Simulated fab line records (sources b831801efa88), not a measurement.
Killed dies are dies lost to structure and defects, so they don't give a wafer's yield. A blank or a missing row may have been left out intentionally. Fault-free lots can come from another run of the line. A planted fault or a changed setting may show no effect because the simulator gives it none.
Struck lot and sound lot, side by side | flow sky130 | 16 out of 708 route steps
Sound: wafers L122.2, L122.3, L122.6. Struck: wafer L123.2 (left out: L123.1, L123.3 of the same lot, which were not struck); the cause appears at the end.
Each step with rows lists, per side, the tool, then ch with its chambers, then its first start. Under that, the readings that differ: sound wafers | struck wafers | difference of the means | sigmas: that difference in standard deviations of wafers without a fault.
alike: same words and numbers on both sides, and readings whose means sit less than 2 such deviations apart. not compared: any withheld reading, any reading some wafer has no value for, any bound like >300 that may hide the same value, and any number with overlapping values for which the record gives no deviation.
A row with sigmas, a row that says differs or no value, or rows on one side alone: a step with any of these is where the two part. Non-overlapping numbers with no deviation appear without sigmas and do not part them. A reading that every wafer of one side lacks parts them only if that side has two wafers or more.

first, 3 steps without rows for these wafers: SKY_METAL2_EXPOSE_12 (exposes mask MM2, target cd 140 nm); SKY_METAL2_PEB_13; SKY_METAL2_DEVELOP_14 (develop time 60 s).
SKY_METAL2_CD_MEAS_15 targets a cd of 140 nm.
  sound on cdSem-01 at day 36 09:33; struck on cdSem-01 at day 37 00:05
  alike: cdNm
SKY_METAL2_OVL_MEAS_16:
  sound on overlay-01 at day 36 09:40; struck on overlay-02 at day 37 00:12
  alike: METAL2_OVL
SKY_METAL2_DESCUM_17: chemistry O2, time 8 s.
  sound on rieMetal-03 ch 0,1, day 36 09:41; struck on rieMetal-02 ch 0, day 37 00:14
  alike: drypumpMotorCurrentA, heBacksideLeakSccm, oesProductAu, rfFwdPowerW
  not compared: rfHoursCounterH
SKY_METAL2_ETCH_18: etches BARC in N2/H2, stops on SiO2, time 45.9 s, target depth 60 nm.
  sound on rieMetal-03 ch 0,1, day 36 09:44; struck on rieMetal-02 ch 0, day 37 00:16
reading             | sound             | struck | difference | sigmas
oesProductAu (a.u.) | 0.856 0.854 0.848 | 0.842  | -0.011     | -2
rfFwdPowerW (W)     | 494.1 489.4 490.1 | 496.1  | +4.9       | +2
  alike: drypumpMotorCurrentA, heBacksideLeakSccm, throttleValvePct
  not compared: rfHoursCounterH
SKY_METAL2_METAL_ETCH_19: etches the open film in Cl2/BCl3, stops on SiO2, target depth 360 nm, time 78 s.
  sound on rieMetal-03 ch 0,1, day 36 09:49; struck on rieMetal-02 ch 0, day 37 00:20
reading              | sound                | struck | difference | sigmas
rfFwdPowerW (W)      | 892 888 887          | 895    | +6         | +2
throttleValvePct (%) | 22.254 22.254 22.256 | 22.274 | +0.019     | +2
  alike: drypumpMotorCurrentA, heBacksideLeakSccm, oesProductAu
  not compared: rfHoursCounterH
SKY_METAL2_STRIP_20: strips in O2/N2.
  sound on plasmaAsher-01 ch 0,1, day 36 09:56; struck on plasmaAsher-03 ch 0, day 37 00:25
reading             | sound             | struck | difference | sigmas
oesProductAu (a.u.) | 0.334 0.335 0.337 | 0.346  | +0.011     | +2
  alike: drypumpMotorCurrentA, stripTimeToEndpointS
  not compared: rfHoursCounterH
then, 3 steps without rows for these wafers: SKY_METAL2_STRIP_21 (strips in post etch residue remover, time 1200 s); SKY_METAL2_CLEAN_22 (cleans in IPA, time 180 s); SKY_METAL2_CLEAN_23 (cleans in O3/DIW).
SKY_VIA2_HDPCVD_00: deposits SiO2, target thk 1180 nm, time 196.7 s.
  sound on hdpcvd-02 ch 0,1, day 36 10:37; struck on hdpcvd-01 ch 0, day 37 01:01
reading                                 | sound             | struck | difference | sigmas
runLengthS (s)                          | 225.6 224.3 224.4 | 289.7  | +64.9      | +99 or more
model.SiO2_of_VIA2_HDPCVD_00.thkNm (nm) | 1171 1169 1178    | 1570   | +397       | 
SKY_VIA2_THK_MEAS_01:
  sound on filmMetro-02 at day 36 10:46; struck on filmMetro-02 at day 37 01:26
reading              | sound          | struck | difference | sigmas
VIA2_HDPCVD_THK (nm) | 1170 1170 1178 | 1569   | +396       | +40
  not compared: hold
SKY_VIA2_CMP_02: polishes SiO2.
  sound on cmp-01 ch 0,2,3, day 36 10:52; struck on cmp-02 ch 3, day 37 06:33
reading | sound | struck                  | difference                   | sigmas
hold    | - - - | awaitDispo/5.1h/release | no value on the sound wafers | 
  alike: motorCurrentA
-- the record jumps here: 10 days lie between the struck wafers' starts before and after (it left off in module VIA2 and takes up again in module PAD_OPEN, whose first step shown is number 708 of the route) --
SKY_PAD_OPEN_PROBE_99:
  sound on prober-02 at day 46 20:15; struck on prober-01 at day 47 07:13
  alike: defectLimitedYield, killed_at_M0_to_M3, killed_at_M4_up, killedAtContacts, killedAtFrontEnd, killedAtOther, killedDies, killedOpen, killedShort, sort_bin_3_pad_short, sort_bin_5_function, sort_bin_6_memory, sortNPass, sortYieldPct

WHERE THEY PART
Last at SKY_VIA2_CMP_02 as far as this record goes, first at SKY_METAL2_ETCH_18. Later steps at which nothing parts them and some readings are alike: SKY_PAD_OPEN_PROBE_99.

WHY: the cause the simulator had injected
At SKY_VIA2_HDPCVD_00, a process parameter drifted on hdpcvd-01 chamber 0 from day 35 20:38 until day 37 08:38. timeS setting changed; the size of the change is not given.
